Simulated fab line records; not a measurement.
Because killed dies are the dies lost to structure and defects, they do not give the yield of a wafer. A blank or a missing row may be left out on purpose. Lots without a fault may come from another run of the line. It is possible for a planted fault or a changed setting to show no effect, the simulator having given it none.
What tool caused it? / flow sky130 / 24 lots with 72 wafers sampled at 4 steps, on a route of 708 steps

WHAT THE GAUGES READ, wafer by wafer
SKY_VIA3_OVL_MEAS_13.
lot=L074; measured=day 39 10:44; on=overlay-02; VIA3_OVL (nm)=8 12 9
lot=L075; measured=day 39 22:19; on=overlay-01; VIA3_OVL (nm)=-3 -2 -1
lot=L076; measured=day 40 03:52; on=overlay-02; VIA3_OVL (nm)=5 2 -3
lot=L077; measured=day 40 06:49; on=overlay-02; VIA3_OVL (nm)=8 3 8
lot=L078; measured=day 40 23:05; on=overlay-02; VIA3_OVL (nm)=-1 -1 -3
lot=L079; measured=day 41 11:40; on=overlay-02; VIA3_OVL (nm)=6 0 3
lot=L081; measured=day 41 20:02; on=overlay-01; VIA3_OVL (nm)=-5 2 -3
lot=L080; measured=day 41 22:38; on=overlay-01; VIA3_OVL (nm)=-8 -1 -5
lot=L082; measured=day 42 02:13; on=overlay-01; VIA3_OVL (nm)=4 7 1
lot=L083; measured=day 42 11:02; on=overlay-01; VIA3_OVL (nm)=-3 -5 2
lot=L085; measured=day 43 14:35; on=overlay-02; VIA3_OVL (nm)=-6 -9 -5
lot=L086; measured=day 43 17:37; on=overlay-02; VIA3_OVL (nm)=6 7 4
lot=L084; measured=day 43 18:56; on=overlay-01; VIA3_OVL (nm)=8 9 9
lot=L087; measured=day 43 20:19; on=overlay-01; VIA3_OVL (nm)=7 9 7
lot=L088; measured=day 43 20:27; on=overlay-02; VIA3_OVL (nm)=10 1 11
lot=L089; measured=day 43 22:43; on=overlay-02; VIA3_OVL (nm)=4 0 3
lot=L090; measured=day 44 03:10; on=overlay-01; VIA3_OVL (nm)=3 2 4
lot=L091; measured=day 44 13:26; on=overlay-01; VIA3_OVL (nm)=-2 -5 -3
lot=L092; measured=day 45 08:17; on=overlay-01; VIA3_OVL (nm)=9 2 10
lot=L093; measured=day 45 10:52; on=overlay-02; VIA3_OVL (nm)=7 10 5
lot=L094; measured=day 45 13:38; on=overlay-01; VIA3_OVL (nm)=4 0 -1
lot=L095; measured=day 45 17:43; on=overlay-02; VIA3_OVL (nm)=2 1 4
lot=L096; measured=day 46 00:08; on=overlay-02; VIA3_OVL (nm)=-8 -9 -5
lot=L097; measured=day 46 00:33; on=overlay-01; VIA3_OVL (nm)=0 1 -3

SKY_METAL4_OVL_MEAS_14.
lot=L074; measured=day 41 13:41; on=overlay-02; METAL4_OVL (nm)=-5 0 -2
lot=L075; measured=day 42 00:22; on=overlay-01; METAL4_OVL (nm)=-6 -2 -9
lot=L076; measured=day 42 05:56; on=overlay-01; METAL4_OVL (nm)=1 2 -4
lot=L077; measured=day 42 09:08; on=overlay-02; METAL4_OVL (nm)=0 -1 3
lot=L078; measured=day 42 23:17; on=overlay-02; METAL4_OVL (nm)=-7 -9 -9
lot=L079; measured=day 43 11:43; on=overlay-01; METAL4_OVL (nm)=0 -2 1
lot=L081; measured=day 43 20:05; on=overlay-01; METAL4_OVL (nm)=-1 -4 -13
lot=L080; measured=day 43 23:02; on=overlay-01; METAL4_OVL (nm)=-2 4 -1
lot=L082; measured=day 44 02:11; on=overlay-01; METAL4_OVL (nm)=-7 0 2
lot=L083; measured=day 44 11:47; on=overlay-02; METAL4_OVL (nm)=3 -3 5
lot=L085; measured=day 45 13:17; on=overlay-02; METAL4_OVL (nm)=2 4 4
lot=L086; measured=day 45 16:10; on=overlay-01; METAL4_OVL (nm)=-8 2 -3
lot=L084; measured=day 45 16:41; on=overlay-01; METAL4_OVL (nm)=3 1 -5
lot=L087; measured=day 45 17:22; on=overlay-01; METAL4_OVL (nm)=4 10 2
lot=L088; measured=day 45 18:08; on=overlay-02; METAL4_OVL (nm)=-4 -4 1
lot=L089; measured=day 45 19:47; on=overlay-02; METAL4_OVL (nm)=4 8 17
lot=L090; measured=day 46 00:26; on=overlay-02; METAL4_OVL (nm)=5 4 2
lot=L091; measured=day 46 15:56; on=overlay-02; METAL4_OVL (nm)=1 10 -1
lot=L092; measured=day 47 02:44; on=overlay-02; METAL4_OVL (nm)=2 7 4
lot=L093; measured=day 47 05:23; on=overlay-01; METAL4_OVL (nm)=-2 1 -4
lot=L094; measured=day 47 07:29; on=overlay-02; METAL4_OVL (nm)=-4 0 0
lot=L095; measured=day 47 12:13; on=overlay-01; METAL4_OVL (nm)=0 5 -4
lot=L096; measured=day 47 18:20; on=overlay-02; METAL4_OVL (nm)=-5 4 2
lot=L097; measured=day 47 19:05; on=overlay-02; METAL4_OVL (nm)=9 1 -2

WHICH TOOL RAN EACH LOT (tool, then ch and the chambers of the sampled wafers, then the start)
lot=L074; SKY_CAPM_SPUTTER_02=pvd_sputter-03, day 36 03:21; SKY_CAP2M_CVD_00=pecvd-02 ch 0,1, day 39 12:17
lot=L075; SKY_CAPM_SPUTTER_02=pvd_sputter-04, day 36 15:01; SKY_CAP2M_CVD_00=pecvd-03 ch 0,1,2, day 39 23:55
lot=L076; SKY_CAPM_SPUTTER_02=pvd_sputter-04, day 36 22:37; SKY_CAP2M_CVD_00=pecvd-03 ch 0,1, day 40 05:25
lot=L077; SKY_CAPM_SPUTTER_02=pvd_sputter-01, day 37 01:18; SKY_CAP2M_CVD_00=pecvd-02 ch 1,2, day 40 08:23
lot=L078; SKY_CAPM_SPUTTER_02=pvd_sputter-04, day 37 18:09; SKY_CAP2M_CVD_00=pecvd-02 ch 0,2, day 41 00:39
lot=L079; SKY_CAPM_SPUTTER_02=pvd_sputter-04, day 38 08:10; SKY_CAP2M_CVD_00=pecvd-01 ch 1,2, day 41 13:14
lot=L081; SKY_CAPM_SPUTTER_02=pvd_sputter-03, day 38 17:37; SKY_CAP2M_CVD_00=pecvd-03 ch 0,2, day 41 21:36
lot=L080; SKY_CAPM_SPUTTER_02=pvd_sputter-01, day 38 19:23; SKY_CAP2M_CVD_00=pecvd-01 ch 0,1,2, day 42 00:13
lot=L082; SKY_CAPM_SPUTTER_02=pvd_sputter-04, day 38 21:58; SKY_CAP2M_CVD_00=pecvd-03 ch 0,1,2, day 42 03:52
lot=L083; SKY_CAPM_SPUTTER_02=pvd_sputter-04, day 39 07:43; SKY_CAP2M_CVD_00=pecvd-02 ch 1,2, day 42 12:37
lot=L085; SKY_CAPM_SPUTTER_02=pvd_sputter-04, day 40 14:26; SKY_CAP2M_CVD_00=pecvd-01 ch 0,2, day 43 16:08
lot=L086; SKY_CAPM_SPUTTER_02=pvd_sputter-01, day 40 17:18; SKY_CAP2M_CVD_00=pecvd-02 ch 0,2, day 43 19:17
lot=L084; SKY_CAPM_SPUTTER_02=pvd_sputter-01, day 40 17:56; SKY_CAP2M_CVD_00=pecvd-01 ch 0,1,2, day 43 20:34
lot=L087; SKY_CAPM_SPUTTER_02=pvd_sputter-04, day 40 18:40; SKY_CAP2M_CVD_00=pecvd-03 ch 1,2, day 43 21:53
lot=L088; SKY_CAPM_SPUTTER_02=pvd_sputter-04, day 40 19:07; SKY_CAP2M_CVD_00=pecvd-01 ch 0,1,2, day 43 22:20
lot=L089; SKY_CAPM_SPUTTER_02=pvd_sputter-01, day 40 23:08; SKY_CAP2M_CVD_00=pecvd-02 ch 1,2, day 44 00:19
lot=L090; SKY_CAPM_SPUTTER_02=pvd_sputter-03, day 41 02:21; SKY_CAP2M_CVD_00=pecvd-03 ch 0,2, day 44 04:47
lot=L091; SKY_CAPM_SPUTTER_02=pvd_sputter-04, day 41 15:06; SKY_CAP2M_CVD_00=pecvd-02 ch 0,1, day 44 15:19
lot=L092; SKY_CAPM_SPUTTER_02=pvd_sputter-04, day 42 10:28; SKY_CAP2M_CVD_00=pecvd-01 ch 0,1,2, day 45 09:52
lot=L093; SKY_CAPM_SPUTTER_02=pvd_sputter-04, day 42 13:22; SKY_CAP2M_CVD_00=pecvd-02 ch 0,2, day 45 12:25
lot=L094; SKY_CAPM_SPUTTER_02=pvd_sputter-01, day 42 16:20; SKY_CAP2M_CVD_00=pecvd-03 ch 0,1,2, day 45 15:10
lot=L095; SKY_CAPM_SPUTTER_02=pvd_sputter-01, day 42 21:51; SKY_CAP2M_CVD_00=pecvd-01 ch 0,1,2, day 45 19:16
lot=L096; SKY_CAPM_SPUTTER_02=pvd_sputter-01, day 43 03:49; SKY_CAP2M_CVD_00=pecvd-03 ch 0,1, day 46 01:40
lot=L097; SKY_CAPM_SPUTTER_02=pvd_sputter-04, day 43 04:11; SKY_CAP2M_CVD_00=pecvd-02 ch 0,1,2, day 46 02:05
- SKY_CAPM_SPUTTER_02: material TiN, target thk 200 nm, time 166.7 s.
- SKY_CAP2M_CVD_00: deposits SiO2, target thk 15.5 nm.

WHAT THE TOOLS THEMSELVES READ (means of the sampled wafers that have a number; where no wafer has one, the mark that the record gives instead)
SKY_CAPM_SPUTTER_02.
lot=L074; tool=pvd_sputter-03; throttle_valve_pct (%)=30.6
lot=L075; tool=pvd_sputter-04; throttle_valve_pct (%)=30.3
lot=L076; tool=pvd_sputter-04; throttle_valve_pct (%)=31.2
lot=L077; tool=pvd_sputter-01; throttle_valve_pct (%)=30.2
lot=L078; tool=pvd_sputter-04; throttle_valve_pct (%)=31.2
lot=L079; tool=pvd_sputter-04; throttle_valve_pct (%)=30.1
lot=L081; tool=pvd_sputter-03; throttle_valve_pct (%)=29.7
lot=L080; tool=pvd_sputter-01; throttle_valve_pct (%)=30.3
lot=L082; tool=pvd_sputter-04; throttle_valve_pct (%)=30.1
lot=L083; tool=pvd_sputter-04; throttle_valve_pct (%)=30.8
lot=L085; tool=pvd_sputter-04; throttle_valve_pct (%)=29.8
lot=L086; tool=pvd_sputter-01; throttle_valve_pct (%)=31.1
lot=L084; tool=pvd_sputter-01; throttle_valve_pct (%)=29.9
lot=L087; tool=pvd_sputter-04; throttle_valve_pct (%)=29.0
lot=L088; tool=pvd_sputter-04; throttle_valve_pct (%)=29.2
lot=L089; tool=pvd_sputter-01; throttle_valve_pct (%)=30.3
lot=L090; tool=pvd_sputter-03; throttle_valve_pct (%)=30.0
lot=L091; tool=pvd_sputter-04; throttle_valve_pct (%)=30.2
lot=L092; tool=pvd_sputter-04; throttle_valve_pct (%)=30.0
lot=L093; tool=pvd_sputter-04; throttle_valve_pct (%)=30.1
lot=L094; tool=pvd_sputter-01; throttle_valve_pct (%)=30.9
lot=L095; tool=pvd_sputter-01; throttle_valve_pct (%)=30.3
lot=L096; tool=pvd_sputter-01; throttle_valve_pct (%)=30.1
lot=L097; tool=pvd_sputter-04; throttle_valve_pct (%)=30.8

SKY_CAP2M_CVD_00.
lot=L074; tool=pecvd-02; heater_power_w (W)=780
lot=L075; tool=pecvd-03; heater_power_w (W)=661
lot=L076; tool=pecvd-03; heater_power_w (W)=693
lot=L077; tool=pecvd-02; heater_power_w (W)=723
lot=L078; tool=pecvd-02; heater_power_w (W)=654
lot=L079; tool=pecvd-01; heater_power_w (W)=738
lot=L081; tool=pecvd-03; heater_power_w (W)=733
lot=L080; tool=pecvd-01; heater_power_w (W)=724
lot=L082; tool=pecvd-03; heater_power_w (W)=678
lot=L083; tool=pecvd-02; heater_power_w (W)=706
lot=L085; tool=pecvd-01; heater_power_w (W)=817
lot=L086; tool=pecvd-02; heater_power_w (W)=699
lot=L084; tool=pecvd-01; heater_power_w (W)=748
lot=L087; tool=pecvd-03; heater_power_w (W)=671
lot=L088; tool=pecvd-01; heater_power_w (W)=736
lot=L089; tool=pecvd-02; heater_power_w (W)=705
lot=L090; tool=pecvd-03; heater_power_w (W)=654
lot=L091; tool=pecvd-02; heater_power_w (W)=764
lot=L092; tool=pecvd-01; heater_power_w (W)=790
lot=L093; tool=pecvd-02; heater_power_w (W)=666
lot=L094; tool=pecvd-03; heater_power_w (W)=674
lot=L095; tool=pecvd-01; heater_power_w (W)=755
lot=L096; tool=pecvd-03; heater_power_w (W)=624
lot=L097; tool=pecvd-02; heater_power_w (W)=690

THE ANSWER, worked out from the rows above alone
Rule: what is usual is taken from the lots themselves. Put in order of their means at a reading, lots are off if they are a third of the lots or fewer, leave a main group of 4 or more, and stand apart from it by a gap of 3 or more times the standard deviation of the main group's means; of several such gaps the widest counts. The tables above print the reading to a certain number of digits; a main group whose means all agree to those digits is not used. Also off: a lot with no number at a reading for which 4 or more lots have one. All remaining lots with rows at the step are treated as sound. After the gauges, taken in route order, come the tools' own readings; for these a lot's mean is taken, as printed above. The first step at which some lot is off is used, and at that step the reading that is off furthest; a lot without a number counts as furthest.
None of the lots is off at any reading shown; this tells nothing.

WHAT WAS PUT IN BY THE SIMULATOR
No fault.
